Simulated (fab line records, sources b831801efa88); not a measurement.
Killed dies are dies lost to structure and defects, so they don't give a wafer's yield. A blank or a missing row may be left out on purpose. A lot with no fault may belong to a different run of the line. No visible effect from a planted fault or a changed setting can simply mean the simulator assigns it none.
The tool behind it: which one? / flow sky130 / Sampling: 14 lots, 42 wafers, 3 of 708 route steps

## WHAT THE GAUGES SHOWED, per wafer
SKY_RES_XHIGH_TW_MEAS_09.
lot=L466; measured=day 26 23:24; on=film metro-02; RES_XHIGH_TW=1649 1646 1646
lot=L467; measured=day 27 04:55; on=film metro-02; RES_XHIGH_TW=1649 1647 1649
lot=L468; measured=day 27 10:48; on=film metro-01; RES_XHIGH_TW=1642 1650 1642
lot=L469; measured=day 27 16:46; on=film metro-04; RES_XHIGH_TW=1644 1650 1652
lot=L474; measured=day 29 18:02; on=film metro-02; RES_XHIGH_TW=1625 1625 1628
lot=L475; measured=day 29 18:39; on=film metro-02; RES_XHIGH_TW=1639 1636 1639
lot=L476; measured=day 29 22:08; on=film metro-02; RES_XHIGH_TW=1631 1642 1633
lot=L480; measured=day 31 12:11; on=film metro-02; RES_XHIGH_TW=30 30 30 30 30 30
lot=L481; measured=day 31 17:50; on=film metro-02; RES_XHIGH_TW=30 30 30 30 30 30
lot=L485; measured=day 32 22:15; on=film metro-01; RES_XHIGH_TW=1645 1647 1649
lot=L486; measured=day 33 06:23; on=film metro-04; RES_XHIGH_TW=1662 1652 1658
lot=L487; measured=day 33 16:26; on=film metro-02; RES_XHIGH_TW=1639 1646 1645
lot=L488; measured=day 33 22:09; on=film metro-01; RES_XHIGH_TW=1648 1662 1638
lot=L489; measured=day 34 03:26; on=film metro-02; RES_XHIGH_TW=1641 1640 1638

## WHICH TOOL RAN EACH LOT (tool, then ch and the chambers of the sampled wafers, then the start)
lot=L466; SKY_POLY_GATE_ETCH_17=rie si-01 ch 1,2,3, day 16 13:26; SKY_RES_XHIGH_DEVELOP_06=litho track-01 ch 0, day 26 23:02
lot=L467; SKY_POLY_GATE_ETCH_17=rie si-01 ch 1,2, day 16 19:07; SKY_RES_XHIGH_DEVELOP_06=litho track-02 ch 0, day 27 04:31
lot=L468; SKY_POLY_GATE_ETCH_17=rie si-01 ch 0,1,2, day 17 01:14; SKY_RES_XHIGH_DEVELOP_06=litho track-03 ch 0, day 27 10:25
lot=L469; SKY_POLY_GATE_ETCH_17=rie si-01 ch 1,2, day 17 04:20; SKY_RES_XHIGH_DEVELOP_06=litho track-02 ch 0, day 27 16:22
lot=L474; SKY_POLY_GATE_ETCH_17=rie si-02 ch 1,2,3, day 19 10:05; SKY_RES_XHIGH_DEVELOP_06=litho track-01 ch 0, day 29 17:39
lot=L475; SKY_POLY_GATE_ETCH_17=rie si-01 ch 0,1,2, day 19 12:07; SKY_RES_XHIGH_DEVELOP_06=litho track-02 ch 0, day 29 18:15
lot=L476; SKY_POLY_GATE_ETCH_17=rie si-01 ch 0,2, day 19 16:55; SKY_RES_XHIGH_DEVELOP_06=litho track-03 ch 0, day 29 21:44
lot=L480; SKY_POLY_GATE_ETCH_17=rie si-01 ch 1,3, day 21 12:32; SKY_RES_XHIGH_DEVELOP_06=litho track-01, day 31 11:47
lot=L481; SKY_POLY_GATE_ETCH_17=rie si-02 ch 1,2,3, day 21 15:53; SKY_RES_XHIGH_DEVELOP_06=litho track-01, day 31 17:26
lot=L485; SKY_POLY_GATE_ETCH_17=rie si-02 ch 0,1,2, day 23 03:50; SKY_RES_XHIGH_DEVELOP_06=litho track-02 ch 0, day 32 21:51
lot=L486; SKY_POLY_GATE_ETCH_17=rie si-01 ch 0,1,2, day 23 11:35; SKY_RES_XHIGH_DEVELOP_06=litho track-01 ch 0, day 33 06:00
lot=L487; SKY_POLY_GATE_ETCH_17=rie si-02 ch 0,1,2, day 23 20:38; SKY_RES_XHIGH_DEVELOP_06=litho track-03 ch 0, day 33 16:02
lot=L488; SKY_POLY_GATE_ETCH_17=rie si-01 ch 1,2,3, day 24 06:07; SKY_RES_XHIGH_DEVELOP_06=litho track-03 ch 0, day 33 21:46
lot=L489; SKY_POLY_GATE_ETCH_17=rie si-02 ch 1,2,3, day 24 13:11; SKY_RES_XHIGH_DEVELOP_06=litho track-03 ch 0, day 34 03:02
- SKY_POLY_GATE_ETCH_17: etches poly-Si in HBr/Cl2, stops on SiO2, target depth 180 nm, time 70.5 s.
- SKY_RES_XHIGH_DEVELOP_06: develop time 60 s.

## WHAT THE TOOLS THEMSELVES READ (means of the sampled wafers that have a number; where no wafer has one, the mark that the record gives instead)
SKY_POLY_GATE_ETCH_17.
lot=L466; tool=rie si-01; drypump motor current A (A)=5.4; oes product au (a.u.)=0.991; throttle valve pct (%)=33.685
lot=L467; tool=rie si-01; drypump motor current A (A)=5.2; oes product au (a.u.)=0.995; throttle valve pct (%)=33.679
lot=L468; tool=rie si-01; drypump motor current A (A)=5.6; oes product au (a.u.)=0.989; throttle valve pct (%)=33.681
lot=L469; tool=rie si-01; drypump motor current A (A)=5.7; oes product au (a.u.)=0.972; throttle valve pct (%)=33.687
lot=L474; tool=rie si-02; drypump motor current A (A)=5.8; oes product au (a.u.)=0.996; throttle valve pct (%)=33.685
lot=L475; tool=rie si-01; drypump motor current A (A)=5.6; oes product au (a.u.)=0.979; throttle valve pct (%)=33.696
lot=L476; tool=rie si-01; drypump motor current A (A)=6.1; oes product au (a.u.)=0.990; throttle valve pct (%)=33.679
lot=L480; tool=rie si-01; drypump motor current A (A)=4.9; oes product au (a.u.)=0.988; throttle valve pct (%)=33.694
lot=L481; tool=rie si-02; drypump motor current A (A)=5.8; oes product au (a.u.)=0.991; throttle valve pct (%)=33.687
lot=L485; tool=rie si-02; drypump motor current A (A)=5.5; oes product au (a.u.)=0.987; throttle valve pct (%)=33.676
lot=L486; tool=rie si-01; drypump motor current A (A)=5.6; oes product au (a.u.)=0.987; throttle valve pct (%)=33.689
lot=L487; tool=rie si-02; drypump motor current A (A)=5.5; oes product au (a.u.)=0.995; throttle valve pct (%)=33.688
lot=L488; tool=rie si-01; drypump motor current A (A)=5.5; oes product au (a.u.)=0.991; throttle valve pct (%)=33.683
lot=L489; tool=rie si-02; drypump motor current A (A)=5.8; oes product au (a.u.)=0.984; throttle valve pct (%)=33.680

SKY_RES_XHIGH_DEVELOP_06.
lot=L466; tool=litho track-01; chill plate temp C (C)=22.78
lot=L467; tool=litho track-02; chill plate temp C (C)=22.98
lot=L468; tool=litho track-03; chill plate temp C (C)=22.95
lot=L469; tool=litho track-02; chill plate temp C (C)=22.99
lot=L474; tool=litho track-01; chill plate temp C (C)=23.03
lot=L475; tool=litho track-02; chill plate temp C (C)=23.10
lot=L476; tool=litho track-03; chill plate temp C (C)=22.99
lot=L480; tool=litho track-01; chill plate temp C (C)=-
lot=L481; tool=litho track-01; chill plate temp C (C)=-
lot=L485; tool=litho track-02; chill plate temp C (C)=23.02
lot=L486; tool=litho track-01; chill plate temp C (C)=22.89
lot=L487; tool=litho track-03; chill plate temp C (C)=23.05
lot=L488; tool=litho track-03; chill plate temp C (C)=22.93
lot=L489; tool=litho track-03; chill plate temp C (C)=22.95

## THE ANSWER, worked out from the rows above alone
Rule: the usual values come from the lots themselves. The widest of any qualifying gaps counts: lots, ordered by their means at a reading, are off when they make up no more than a third of the lots, leave a main group of 4 or more, and stand apart from it by 3 or more times the standard deviation of that group's means. Not used: any main group whose means are identical at the precision the tables above print for the reading. Also off: a lot with no number at a reading for which 4 or more lots have one. The other lots that the step has rows for count as sound. The gauges are gone through in route order, then the tools' own readings, and for those a lot's mean is taken as printed above. The first step at which some lot is off is used, and at that step the reading that is off furthest; a lot without a number counts as furthest.
Off: L480, L481, at SKY_RES_XHIGH_TW_MEAS_09 (RES_XHIGH_TW). The main group: mean 1644, standard deviation 7.7.
If a tool, at a process step before that reading, ran all the lots that are off and no sound lot after the first of them, it fits. The gauges at SKY_RES_XHIGH_TW_MEAS_09 aren't tried: what is off there is off at SKY_RES_XHIGH_DEVELOP_06 too, on other tools, and a gauge's error can't cause that. Not one of the candidates tried fits.

## WHAT HAD BEEN PUT IN BY THE SIMULATOR
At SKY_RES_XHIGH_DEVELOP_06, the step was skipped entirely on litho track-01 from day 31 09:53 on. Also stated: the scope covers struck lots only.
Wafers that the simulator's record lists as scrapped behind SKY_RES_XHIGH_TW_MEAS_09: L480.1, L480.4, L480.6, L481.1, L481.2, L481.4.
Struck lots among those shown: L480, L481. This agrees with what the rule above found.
